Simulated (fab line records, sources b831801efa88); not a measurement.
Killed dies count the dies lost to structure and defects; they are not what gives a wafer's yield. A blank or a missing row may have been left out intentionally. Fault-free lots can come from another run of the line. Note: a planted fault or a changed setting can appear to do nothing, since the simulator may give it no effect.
fab line records / flow sky130
record lots=6 wafers=18 last_day=50
route steps=708 shown RES_XHIGH@336 SD_N@342 PAD_OPEN@708
lots with no fault: from the same line, run without faults
start_h: hours from the record's opening day to when the first of the lot's shown wafers began / wait_h: time in hours since the lot's previous step / " as in the row above / L1.1+2: a single row standing in for several wafers / - value missing, or start not given / * or withheld: withheld / < > ~ a bound
route shown NAME@n: NAME is a module with steps in the file, n the number in the route of the first one / usual: average and standard deviation across the fault-free wafers / same: alike in all rows / chamber/n: place in a boat / sites: readings site by site / _std_site: how widely they spread, as a standard deviation / _edge_site: outer sites' mean less inner sites' / radius_mm: how far each site lies from the wafer's centre / mask NAME#n: copy n / behind: the tool/chamber that last shaped the wafer / hold: cause of the lot's hold/its duration in hours/its outcome / device: which transistor (n, p or np) failed to switch / end of line: the tests these same wafers got at the end of their route / a step with no rows: only its recipe / killed: dies lost to structure and defects at the first sort, not the wafer's yield / map: a wafer's dies, marking killed ones x, the rest . and places with no die _
set.NAME: the setting the step ran with; set.NAME@STEP: the setting that earlier step ran with / model.NAME: the simulator's own value behind a step, which no gauge read
certain route steps with their lots: each step a table, each wafer a row
services: from which hour (start_h, from the record's first day; less than 0 if before it) a tool's chamber was out of use, for how many hours, and why
## steps
# step SKY_RES_XHIGH_EXPOSE_04
# recipe mask_id=URPM na=0.6 source_shape=conventional sigma_outer=0.6 polarization=unpolarized target_cd_nm=1270 dose_mj=140
# step SKY_RES_XHIGH_PEB_05
# recipe temp_c=withheld time_s=* resist=NOVOLAK
# step SKY_RES_XHIGH_DEVELOP_06
# recipe resist=NOVOLAK developer=TMAH develop_time_s=60 dev_temp_c=23
# step SKY_RES_XHIGH_IMPLANT_07
# recipe species=BF2 energy_kev=20 dose_cm2=3.6e+14 tilt_deg=0
# step SKY_RES_XHIGH_STRIP_08
# recipe chemistry=O2/N2 power_w=1400 pressure_mtorr=1500 platen_temp_c=withheld o2_flow_sccm=3000 n2_flow_sccm=300 overash_fraction=0.5
# usual drypump_motor_current_A=5.5/0.39 oes_product_au=0.711/0.0044 strip_time_to_endpoint_s=14.29/0.04
lot.wafer=L115.2 tool=plasma_asher-02 chamber=0 start_h=617.36 wait_h=0.1 drypump_motor_current_A=5.5 oes_product_au=0.706 rf_hours_counter_h=21 strip_time_to_endpoint_s=14.28
lot.wafer=L115.5 tool=plasma_asher-02 chamber=1 start_h=617.36 wait_h=0.1 drypump_motor_current_A=4.9 oes_product_au=0.716 rf_hours_counter_h=- strip_time_to_endpoint_s=14.27
lot.wafer=L115.6 tool=plasma_asher-02 chamber=0 start_h=617.36 wait_h=0.1 drypump_motor_current_A=5.5 oes_product_au=0.715 rf_hours_counter_h=- strip_time_to_endpoint_s=14.29
lot.wafer=L116.3 tool=plasma_asher-03 chamber=0 start_h=620.55 wait_h=0.1 drypump_motor_current_A=5.6 oes_product_au=0.705 rf_hours_counter_h=- strip_time_to_endpoint_s=14.33
lot.wafer=L116.4 tool=plasma_asher-03 chamber=1 start_h=620.55 wait_h=0.1 drypump_motor_current_A=5.2 oes_product_au=0.710 rf_hours_counter_h=- strip_time_to_endpoint_s=14.35
lot.wafer=L116.6 tool=plasma_asher-03 chamber=1 start_h=620.55 wait_h=0.1 drypump_motor_current_A=5.2 oes_product_au=0.708 rf_hours_counter_h=- strip_time_to_endpoint_s=14.38
lot.wafer=L121.3 tool=plasma_asher-03 chamber=1 start_h=728.74 wait_h=0.1 drypump_motor_current_A=5.3 oes_product_au=0.719 rf_hours_counter_h=- strip_time_to_endpoint_s=14.23
lot.wafer=L121.5 tool=plasma_asher-03 chamber=0 start_h=728.74 wait_h=0.1 drypump_motor_current_A=5.6 oes_product_au=0.717 rf_hours_counter_h=- strip_time_to_endpoint_s=14.23
lot.wafer=L121.6 tool=plasma_asher-03 chamber=1 start_h=728.74 wait_h=0.1 drypump_motor_current_A=5.3 oes_product_au=0.717 rf_hours_counter_h=- strip_time_to_endpoint_s=14.26
lot.wafer=L129.3 tool=plasma_asher-04 chamber=0 start_h=734.94 wait_h=0.1 drypump_motor_current_A=5.9 oes_product_au=0.711 rf_hours_counter_h=- strip_time_to_endpoint_s=14.32
lot.wafer=L129.5 tool=plasma_asher-04 chamber=1 start_h=734.94 wait_h=0.1 drypump_motor_current_A=6.2 oes_product_au=0.709 rf_hours_counter_h=- strip_time_to_endpoint_s=14.27
lot.wafer=L129.6 tool=plasma_asher-04 chamber=0 start_h=734.94 wait_h=0.1 drypump_motor_current_A=5.9 oes_product_au=0.708 rf_hours_counter_h=- strip_time_to_endpoint_s=14.29
lot.wafer=L130.1 tool=plasma_asher-02 chamber=0 start_h=747.22 wait_h=0.1 drypump_motor_current_A=5.5 oes_product_au=0.708 rf_hours_counter_h=34 strip_time_to_endpoint_s=14.27
lot.wafer=L130.3 tool=plasma_asher-02 chamber=0 start_h=747.22 wait_h=0.1 drypump_motor_current_A=5.5 oes_product_au=0.710 rf_hours_counter_h=- strip_time_to_endpoint_s=14.31
lot.wafer=L130.5 tool=plasma_asher-02 chamber=1 start_h=747.22 wait_h=0.1 drypump_motor_current_A=4.9 oes_product_au=0.710 rf_hours_counter_h=- strip_time_to_endpoint_s=14.28
lot.wafer=L136.2 tool=plasma_asher-04 chamber=0 start_h=812.01 wait_h=0.1 drypump_motor_current_A=5.9 oes_product_au=0.714 rf_hours_counter_h=103 strip_time_to_endpoint_s=14.32
lot.wafer=L136.4 tool=plasma_asher-04 chamber=1 start_h=812.01 wait_h=0.1 drypump_motor_current_A=6.2 oes_product_au=0.708 rf_hours_counter_h=- strip_time_to_endpoint_s=14.37
lot.wafer=L136.6 tool=plasma_asher-04 chamber=1 start_h=812.01 wait_h=0.1 drypump_motor_current_A=6.2 oes_product_au=0.707 rf_hours_counter_h=- strip_time_to_endpoint_s=14.34
# step SKY_RES_XHIGH_TW_MEAS_09
# usual RES_XHIGH_TW=1635/7.9
lot.wafer=L115.2 tool=film_metro-04 chamber=- start_h=617.47 wait_h=0.1 RES_XHIGH_TW=1635
lot.wafer=L115.5 tool=film_metro-04 chamber=- start_h=617.47 wait_h=0.1 RES_XHIGH_TW=1638
lot.wafer=L115.6 tool=film_metro-04 chamber=- start_h=617.47 wait_h=0.1 RES_XHIGH_TW=1633
lot.wafer=L116.3 tool=film_metro-04 chamber=- start_h=620.64 wait_h=0.1 RES_XHIGH_TW=1644
lot.wafer=L116.4 tool=film_metro-04 chamber=- start_h=620.64 wait_h=0.1 RES_XHIGH_TW=1636
lot.wafer=L116.6 tool=film_metro-04 chamber=- start_h=620.64 wait_h=0.1 RES_XHIGH_TW=1644
lot.wafer=L121.3 tool=film_metro-03 chamber=- start_h=728.82 wait_h=0.1 RES_XHIGH_TW=1627
lot.wafer=L121.5 tool=film_metro-03 chamber=- start_h=728.82 wait_h=0.1 RES_XHIGH_TW=1625
lot.wafer=L121.6 tool=film_metro-03 chamber=- start_h=728.82 wait_h=0.1 RES_XHIGH_TW=1637
lot.wafer=L129.3 tool=film_metro-01 chamber=- start_h=735.02 wait_h=0.1 RES_XHIGH_TW=1632
lot.wafer=L129.5 tool=film_metro-01 chamber=- start_h=735.02 wait_h=0.1 RES_XHIGH_TW=1624
lot.wafer=L129.6 tool=film_metro-01 chamber=- start_h=735.02 wait_h=0.1 RES_XHIGH_TW=1634
lot.wafer=L130.1 tool=film_metro-04 chamber=- start_h=747.32 wait_h=0.1 RES_XHIGH_TW=1623
lot.wafer=L130.3 tool=film_metro-04 chamber=- start_h=747.32 wait_h=0.1 RES_XHIGH_TW=1624
lot.wafer=L130.5 tool=film_metro-04 chamber=- start_h=747.32 wait_h=0.1 RES_XHIGH_TW=1630
lot.wafer=L136.2 tool=film_metro-01 chamber=- start_h=812.12 wait_h=0.1 RES_XHIGH_TW=1647
lot.wafer=L136.4 tool=film_metro-01 chamber=- start_h=812.12 wait_h=0.1 RES_XHIGH_TW=1647
lot.wafer=L136.6 tool=film_metro-01 chamber=- start_h=812.12 wait_h=0.1 RES_XHIGH_TW=1639
# step SKY_SD_N_DEHYDRATE_00
# recipe temp_c=200 time_s=60
# step SKY_SD_N_HMDS_01
# recipe prime_time_s=60 prime_temp_c=120
# step SKY_SD_N_COAT_02
# recipe resist=NOVOLAK spin_rpm=3000 resist_thk_nm=1140
# step SKY_SD_N_SOFTBAKE_03
# recipe temp_c=90 time_s=60 resist=NOVOLAK
# step SKY_SD_N_EXPOSE_04
# recipe mask_id=NSDM na=0.6 source_shape=conventional sigma_outer=0.6 polarization=unpolarized target_cd_nm=380 dose_mj=141
# step SKY_SD_N_PEB_05
# recipe temp_c=withheld time_s=* resist=NOVOLAK
# step SKY_SD_N_DEVELOP_06
# recipe resist=NOVOLAK developer=TMAH develop_time_s=60 dev_temp_c=23
# usual developer_temp_C=22.99/0.1
lot.wafer=L115.2 tool=litho_track-04 chamber=0 start_h=646.34 wait_h=0.1 developer_temp_C=22.95
lot.wafer=L115.5 tool=litho_track-04 chamber=0 start_h=646.34 wait_h=0.1 developer_temp_C=22.95
lot.wafer=L115.6 tool=litho_track-04 chamber=0 start_h=646.34 wait_h=0.1 developer_temp_C=22.92
lot.wafer=L116.3 tool=litho_track-02 chamber=0 start_h=649.09 wait_h=0.1 developer_temp_C=23.16
lot.wafer=L116.4 tool=litho_track-02 chamber=0 start_h=649.09 wait_h=0.1 developer_temp_C=22.92
lot.wafer=L116.6 tool=litho_track-02 chamber=0 start_h=649.09 wait_h=0.1 developer_temp_C=22.96
lot.wafer=L121.3 tool=litho_track-04 chamber=0 start_h=755.61 wait_h=0.1 developer_temp_C=22.09
lot.wafer=L121.5 tool=litho_track-04 chamber=0 start_h=755.61 wait_h=0.1 developer_temp_C=21.99
lot.wafer=L121.6 tool=litho_track-04 chamber=0 start_h=755.61 wait_h=0.1 developer_temp_C=22.14
lot.wafer=L129.3 tool=litho_track-02 chamber=0 start_h=760.34 wait_h=0.1 developer_temp_C=22.96
lot.wafer=L129.5 tool=litho_track-02 chamber=0 start_h=760.34 wait_h=0.1 developer_temp_C=22.84
lot.wafer=L129.6 tool=litho_track-02 chamber=0 start_h=760.34 wait_h=0.1 developer_temp_C=22.82
lot.wafer=L130.1 tool=litho_track-04 chamber=0 start_h=773.71 wait_h=0.1 developer_temp_C=22.00
lot.wafer=L130.3 tool=litho_track-04 chamber=0 start_h=773.71 wait_h=0.1 developer_temp_C=22.00
lot.wafer=L130.5 tool=litho_track-04 chamber=0 start_h=773.71 wait_h=0.1 developer_temp_C=21.98
lot.wafer=L136.2 tool=litho_track-03 chamber=0 start_h=838.39 wait_h=0.1 developer_temp_C=22.99
lot.wafer=L136.4 tool=litho_track-03 chamber=0 start_h=838.39 wait_h=0.1 developer_temp_C=22.98
lot.wafer=L136.6 tool=litho_track-03 chamber=0 start_h=838.39 wait_h=0.1 developer_temp_C=22.86
# step SKY_SD_N_CD_MEAS_07
# recipe target_cd_nm=380
# usual cd_nm=379.7/2.7
lot.wafer=L115.2 tool=cd_sem-01 chamber=- start_h=646.48 wait_h=0.1 cd_nm=383.7
lot.wafer=L115.5 tool=cd_sem-01 chamber=- start_h=646.48 wait_h=0.1 cd_nm=381.0
lot.wafer=L115.6 tool=cd_sem-01 chamber=- start_h=646.48 wait_h=0.1 cd_nm=380.7
lot.wafer=L116.3 tool=cd_sem-01 chamber=- start_h=649.23 wait_h=0.1 cd_nm=375.9
lot.wafer=L116.4 tool=cd_sem-01 chamber=- start_h=649.23 wait_h=0.1 cd_nm=376.4
lot.wafer=L116.6 tool=cd_sem-01 chamber=- start_h=649.23 wait_h=0.1 cd_nm=376.3
lot.wafer=L121.3 tool=cd_sem-01 chamber=- start_h=755.75 wait_h=0.1 cd_nm=384.1
lot.wafer=L121.5 tool=cd_sem-01 chamber=- start_h=755.75 wait_h=0.1 cd_nm=383.6
lot.wafer=L121.6 tool=cd_sem-01 chamber=- start_h=755.75 wait_h=0.1 cd_nm=382.7
lot.wafer=L129.3 tool=cd_sem-02 chamber=- start_h=760.48 wait_h=0.1 cd_nm=379.2
lot.wafer=L129.5 tool=cd_sem-02 chamber=- start_h=760.48 wait_h=0.1 cd_nm=378.5
lot.wafer=L129.6 tool=cd_sem-02 chamber=- start_h=760.48 wait_h=0.1 cd_nm=378.3
lot.wafer=L130.1 tool=cd_sem-01 chamber=- start_h=773.86 wait_h=0.1 cd_nm=385.2
lot.wafer=L130.3 tool=cd_sem-01 chamber=- start_h=773.86 wait_h=0.1 cd_nm=382.2
lot.wafer=L130.5 tool=cd_sem-01 chamber=- start_h=773.86 wait_h=0.1 cd_nm=383.7
lot.wafer=L136.2 tool=cd_sem-01 chamber=- start_h=838.54 wait_h=0.1 cd_nm=382.2
lot.wafer=L136.4 tool=cd_sem-01 chamber=- start_h=838.54 wait_h=0.1 cd_nm=382.3
lot.wafer=L136.6 tool=cd_sem-01 chamber=- start_h=838.54 wait_h=0.1 cd_nm=383.4
# step SKY_PAD_OPEN_PROBE_99
# usual killed_at_M0_to_M3=43/7.3 killed_at_M4_up=3.5/2.2 killed_at_contacts=24/5.3 killed_at_front_end=15/4.2 killed_at_other=0.3/0.67 killed_dies=86/9.8 killed_open=47/7.2 killed_short=39/6.5
# same gross_dies=492 killed_at_back_side=0
lot.wafer=L115.2 tool=prober-02 chamber=- start_h=1077.07 wait_h=0.1 killed_at_M0_to_M3=36 killed_at_M4_up=5 killed_at_contacts=20 killed_at_front_end=15 killed_at_other=2 killed_dies=78 killed_open=42 killed_short=36
lot.wafer=L115.5 tool=prober-02 chamber=- start_h=1077.22 wait_h=0.2 killed_at_M0_to_M3=43 killed_at_M4_up=2 killed_at_contacts=35 killed_at_front_end=15 killed_at_other=0 killed_dies=95 killed_open=54 killed_short=41
lot.wafer=L115.6 tool=prober-02 chamber=- start_h=1077.27 wait_h=0.2 killed_at_M0_to_M3=43 killed_at_M4_up=5 killed_at_contacts=23 killed_at_front_end=12 killed_at_other=0 killed_dies=83 killed_open=44 killed_short=39
lot.wafer=L116.3 tool=prober-01 chamber=- start_h=1077.27 wait_h=0.2 killed_at_M0_to_M3=52 killed_at_M4_up=6 killed_at_contacts=18 killed_at_front_end=14 killed_at_other=0 killed_dies=90 killed_open=47 killed_short=43
lot.wafer=L116.4 tool=prober-01 chamber=- start_h=1077.32 wait_h=0.2 killed_at_M0_to_M3=39 killed_at_M4_up=2 killed_at_contacts=25 killed_at_front_end=13 killed_at_other=3 killed_dies=82 killed_open=44 killed_short=35
lot.wafer=L116.6 tool=prober-01 chamber=- start_h=1077.42 wait_h=0.2 killed_at_M0_to_M3=41 killed_at_M4_up=5 killed_at_contacts=24 killed_at_front_end=20 killed_at_other=0 killed_dies=90 killed_open=55 killed_short=35
lot.wafer=L121.3 tool=prober-01 chamber=- start_h=1155.71 wait_h=0.2 killed_at_M0_to_M3=38 killed_at_M4_up=4 killed_at_contacts=22 killed_at_front_end=14 killed_at_other=0 killed_dies=78 killed_open=42 killed_short=36
lot.wafer=L121.5 tool=prober-01 chamber=- start_h=1155.81 wait_h=0.2 killed_at_M0_to_M3=30 killed_at_M4_up=3 killed_at_contacts=22 killed_at_front_end=16 killed_at_other=0 killed_dies=71 killed_open=39 killed_short=32
lot.wafer=L121.6 tool=prober-01 chamber=- start_h=1155.86 wait_h=0.2 killed_at_M0_to_M3=47 killed_at_M4_up=3 killed_at_contacts=19 killed_at_front_end=9 killed_at_other=0 killed_dies=78 killed_open=45 killed_short=33
lot.wafer=L129.3 tool=prober-01 chamber=- start_h=1160.21 wait_h=0.2 killed_at_M0_to_M3=49 killed_at_M4_up=4 killed_at_contacts=23 killed_at_front_end=13 killed_at_other=0 killed_dies=89 killed_open=42 killed_short=45
lot.wafer=L129.5 tool=prober-01 chamber=- start_h=1160.31 wait_h=0.2 killed_at_M0_to_M3=43 killed_at_M4_up=7 killed_at_contacts=21 killed_at_front_end=18 killed_at_other=0 killed_dies=89 killed_open=46 killed_short=43
lot.wafer=L129.6 tool=prober-01 chamber=- start_h=1160.36 wait_h=0.2 killed_at_M0_to_M3=43 killed_at_M4_up=7 killed_at_contacts=27 killed_at_front_end=17 killed_at_other=0 killed_dies=94 killed_open=48 killed_short=46
lot.wafer=L130.1 tool=prober-01 chamber=- start_h=1168.40 wait_h=0.1 killed_at_M0_to_M3=43 killed_at_M4_up=2 killed_at_contacts=20 killed_at_front_end=19 killed_at_other=0 killed_dies=84 killed_open=49 killed_short=35
lot.wafer=L130.3 tool=prober-01 chamber=- start_h=1168.50 wait_h=0.2 killed_at_M0_to_M3=43 killed_at_M4_up=5 killed_at_contacts=23 killed_at_front_end=22 killed_at_other=0 killed_dies=93 killed_open=54 killed_short=39
lot.wafer=L130.5 tool=prober-01 chamber=- start_h=1168.60 wait_h=0.2 killed_at_M0_to_M3=44 killed_at_M4_up=1 killed_at_contacts=33 killed_at_front_end=11 killed_at_other=1 killed_dies=90 killed_open=54 killed_short=36
lot.wafer=L136.2 tool=prober-02 chamber=- start_h=1205.69 wait_h=0.1 killed_at_M0_to_M3=40 killed_at_M4_up=8 killed_at_contacts=17 killed_at_front_end=7 killed_at_other=0 killed_dies=72 killed_open=37 killed_short=34
lot.wafer=L136.4 tool=prober-02 chamber=- start_h=1205.79 wait_h=0.2 killed_at_M0_to_M3=45 killed_at_M4_up=7 killed_at_contacts=26 killed_at_front_end=12 killed_at_other=0 killed_dies=90 killed_open=41 killed_short=49
lot.wafer=L136.6 tool=prober-02 chamber=- start_h=1205.89 wait_h=0.2 killed_at_M0_to_M3=34 killed_at_M4_up=6 killed_at_contacts=30 killed_at_front_end=22 killed_at_other=0 killed_dies=92 killed_open=51 killed_short=38
# killed by level:class
L115.2 VIA1:geometric_particle:open=9 VIA3:geometric_particle:open=7 LI_CONTACT:geometric_particle:open=6 LOCAL_INTERCONNECT:geometric_particle:short=6 FIELD_ISO:geometric_particle:short=5 CONTACT:geometric_particle:open=5 METAL1:geometric_particle:short=4 METAL3:geometric_particle:short=4
L115.5 CONTACT:geometric_particle:open=12 VIA1:geometric_particle:open=11 LI_CONTACT:geometric_particle:open=8 CONTACT:geometric_particle:short=8 METAL1:geometric_particle:short=7 METAL1:geometric_particle:open=6 LOCAL_INTERCONNECT:geometric_particle:short=5 FIELD_ISO:geometric_particle:open=4
L115.6 VIA1:geometric_particle:open=13 CONTACT:geometric_particle:open=7 FIELD_ISO:geometric_particle:short=6 CONTACT:geometric_particle:short=6 VIA2:geometric_particle:open=6 METAL1:geometric_particle:short=5 VIA1:geometric_particle:short=5 LI_CONTACT:geometric_particle:open=4
L116.3 VIA3:geometric_particle:open=8 VIA1:geometric_particle:short=7 CONTACT:geometric_particle:open=7 VIA1:geometric_particle:open=7 METAL3:geometric_particle:short=6 METAL2:geometric_particle:short=6 METAL1:geometric_particle:short=5 FIELD_ISO:geometric_particle:open=4
L116.4 CONTACT:geometric_particle:open=9 LI_CONTACT:geometric_particle:open=6 LOCAL_INTERCONNECT:geometric_particle:short=6 METAL2:geometric_particle:short=6 VIA2:geometric_particle:open=6 METAL1:geometric_particle:short=5 VIA1:geometric_particle:open=5 METAL3:geometric_particle:short=4
L116.6 VIA1:geometric_particle:open=14 CONTACT:geometric_particle:open=11 LI_CONTACT:geometric_particle:open=7 VIA2:geometric_particle:short=6 FIELD_ISO:geometric_particle:short=5 METAL2:geometric_particle:short=5 VIA3:geometric_particle:open=5 FIELD_ISO:geometric_particle:open=4
L121.3 VIA1:geometric_particle:open=10 LI_CONTACT:geometric_particle:open=9 METAL2:geometric_particle:short=8 VIA2:geometric_particle:open=7 CONTACT:geometric_particle:open=6 POLY_GATE:geometric_particle:short=6 VIA1:geometric_particle:short=4 FIELD_ISO:geometric_particle:open=3
L121.5 LI_CONTACT:geometric_particle:open=6 CONTACT:geometric_particle:open=6 POLY_GATE:geometric_particle:open=5 METAL2:geometric_particle:short=5 CONTACT:geometric_particle:short=4 VIA1:geometric_particle:open=4 VIA3:geometric_particle:open=4 FIELD_ISO:geometric_particle:short=3
L121.6 VIA1:geometric_particle:open=14 METAL2:geometric_particle:short=8 CONTACT:geometric_particle:open=7 LI_CONTACT:geometric_particle:open=6 VIA2:geometric_particle:open=6 METAL3:geometric_particle:short=4 POLY_GATE:geometric_particle:open=3 CONTACT:geometric_particle:short=3
L129.3 VIA1:geometric_particle:open=9 VIA1:geometric_particle:short=9 LI_CONTACT:geometric_particle:open=7 VIA3:geometric_particle:open=7 VIA2:geometric_particle:open=5 LI_CONTACT:geometric_particle:short=5 METAL2:geometric_particle:short=5 POLY_GATE:geometric_particle:open=4
L129.5 CONTACT:geometric_particle:open=13 VIA1:geometric_particle:open=12 METAL4:geometric_particle:short=7 FIELD_ISO:geometric_particle:short=6 VIA3:geometric_particle:open=6 FIELD_ISO:geometric_particle:open=5 METAL1:geometric_particle:short=5 VIA2:geometric_particle:open=5
L129.6 CONTACT:geometric_particle:open=11 VIA1:geometric_particle:open=10 LI_CONTACT:geometric_particle:open=8 METAL2:geometric_particle:short=7 FIELD_ISO:geometric_particle:short=6 VIA3:geometric_particle:short=5 VIA2:geometric_particle:open=5 METAL4:geometric_particle:short=5
L130.1 VIA1:geometric_particle:open=17 CONTACT:geometric_particle:open=7 FIELD_ISO:geometric_particle:open=5 VIA3:geometric_particle:open=5 VIA2:geometric_particle:open=5 POLY_GATE:geometric_particle:short=4 LOCAL_INTERCONNECT:geometric_particle:short=4 CONTACT:geometric_particle:short=4
L130.3 VIA1:geometric_particle:open=15 FIELD_ISO:geometric_particle:open=8 CONTACT:geometric_particle:open=8 VIA3:geometric_particle:open=5 POLY_GATE:geometric_particle:short=5 POLY_GATE:geometric_particle:open=5 LOCAL_INTERCONNECT:geometric_particle:short=5 METAL1:geometric_particle:short=5
L130.5 VIA1:geometric_particle:open=13 CONTACT:geometric_particle:open=12 CONTACT:geometric_particle:short=10 METAL1:geometric_particle:short=6 METAL2:geometric_particle:short=6 VIA3:geometric_particle:open=6 LI_CONTACT:geometric_particle:open=5 VIA2:geometric_particle:open=5
L136.2 VIA1:geometric_particle:open=11 CONTACT:geometric_particle:open=8 METAL2:geometric_particle:short=8 METAL4:geometric_particle:short=7 VIA3:geometric_particle:open=6 LI_CONTACT:geometric_particle:open=5 METAL1:geometric_particle:short=5 LOCAL_INTERCONNECT:geometric_particle:short=3
L136.4 VIA1:geometric_particle:open=12 CONTACT:geometric_particle:open=10 LOCAL_INTERCONNECT:geometric_particle:short=8 METAL4:geometric_particle:short=7 CONTACT:geometric_particle:short=5 VIA1:geometric_particle:short=5 VIA2:geometric_particle:open=5 VIA3:geometric_particle:short=5
L136.6 CONTACT:geometric_particle:open=14 VIA1:geometric_particle:open=12 POLY_GATE:geometric_particle:open=9 LI_CONTACT:geometric_particle:short=6 METAL4:geometric_particle:short=6 POLY_GATE:geometric_particle:short=4 LOCAL_INTERCONNECT:geometric_particle:short=4 CONTACT:geometric_particle:short=4
## services
tool=plasma_asher-04 chamber=- start_h=686.57 hours=4.2 kind=repair
tool=plasma_asher-03 chamber=- start_h=733.80 hours=9.0 kind=pm
tool=plasma_asher-03 chamber=0 start_h=733.80 hours=9.0 kind=vent_cycle
tool=plasma_asher-03 chamber=1 start_h=733.80 hours=9.0 kind=vent_cycle
tool=litho_track-02 chamber=- start_h=742.72 hours=- kind=consumable_replace:filter
tool=plasma_asher-03 chamber=0 start_h=742.80 hours=- kind=clean
tool=plasma_asher-03 chamber=1 start_h=742.80 hours=- kind=clean
tool=litho_track-03 chamber=- start_h=747.15 hours=- kind=consumable_replace:filter
tool=plasma_asher-03 chamber=- start_h=833.43 hours=8.4 kind=repair
## key
first_sign step=SKY_SD_N_DEVELOP_06 reading=developer_temp_C direction=down sigmas=9.1 usual=* struck=*
effect step=SKY_SD_N_CD_MEAS_07 reading=cd_nm direction=up sigmas=1.4 usual=379.7 struck=383.6
met_at SKY_SD_N_DEVELOP_06
struck_wafers L121.3,L121.5,L121.6,L130.1,L130.3,L130.5
tester_left_out L121,L130
onset_between 646.34 755.61
fault kind=process_parameter_drift tool=litho_track-04 chamber=- onset_h=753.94 steps=SKY_SD_N_DEVELOP_06 channel=dev_temp_c offset=* shape=step end_h=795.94 acts_in=* stated=*
# tester_left_out: of these lots the tester's yield and bins aren't shown, on N5 and GAA mostly nor the transistor test; their killed dies are dies lost to structure and defects alone, not to doping, threshold or leakage, so they don't give the yield
